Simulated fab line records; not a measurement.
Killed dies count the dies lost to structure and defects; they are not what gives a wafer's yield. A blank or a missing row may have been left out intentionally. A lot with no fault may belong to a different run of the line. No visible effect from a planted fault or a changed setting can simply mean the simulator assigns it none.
Chamber matching	flow sky130	SKY_VIA1_HDPCVD_00 on hdpcvd-02 has 3 sister chambers
The step deposits SiO2, target thk 1030 nm, time 171.7 s. 6 wafers are shown with their chamber, then 7 later ones without.

## WAFERS PAIRED WITH THEIR CHAMBERS
wafer	chamber	susceptor-temp-C (C)	sih4-flow-sccm (sccm)
L463.6	0	399.74	59.96
L466.2	1	400.09	60.13
L466.5	2	399.97	60.14
L466.6	0	400.09	59.95
L468.2	2	399.75	60.07
L468.5	1	400.16	59.75

## WAFERS WHOSE CHAMBER IS MISSING
wafer	susceptor-temp-C (C)	sih4-flow-sccm (sccm)
L468.6	399.99	59.84
L469.4	400.04	59.88
L469.5	399.79	59.85
L469.6	400.07	59.83
L476.1	400.00	59.97
L476.4	399.80	59.96
L477.4	400.37	59.93

## WHICH CHAMBER EACH ONE RAN IN
wafer	from the rows above	in truth
L468.6	can't be placed: 0 or 1 or 2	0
L469.4	can't be placed: 1 or 0 or 2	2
L469.5	can't be placed: 0 or 2 or 1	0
L469.6	can't be placed: 1 or 0 or 2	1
L476.1	can't be placed: 0 or 1 or 2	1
L476.4	can't be placed: 0 or 2 or 1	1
L477.4	can't be placed: 1 or 0 or 2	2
Placed correctly: 0 of 7. Not placeable from these rows: 7 (in 7, the candidates include the true chamber). 0 placed wrongly.
How it was worked out, from the rows above alone: a wafer's distance from a chamber is the root of the sum, over the readings, of the square of ((its reading less the chamber's mean) divided by the reading's scatter). If the next closest chamber is less than 2 further off than the closest, the wafer can't be placed; otherwise it belongs to the closest. The mean given for a chamber averages the wafers shown for that chamber. How the scatter is found: for the shown wafers, subtract from each reading the mean of its chamber, square and add these, divide the total by (wafers less chambers), then take the root.
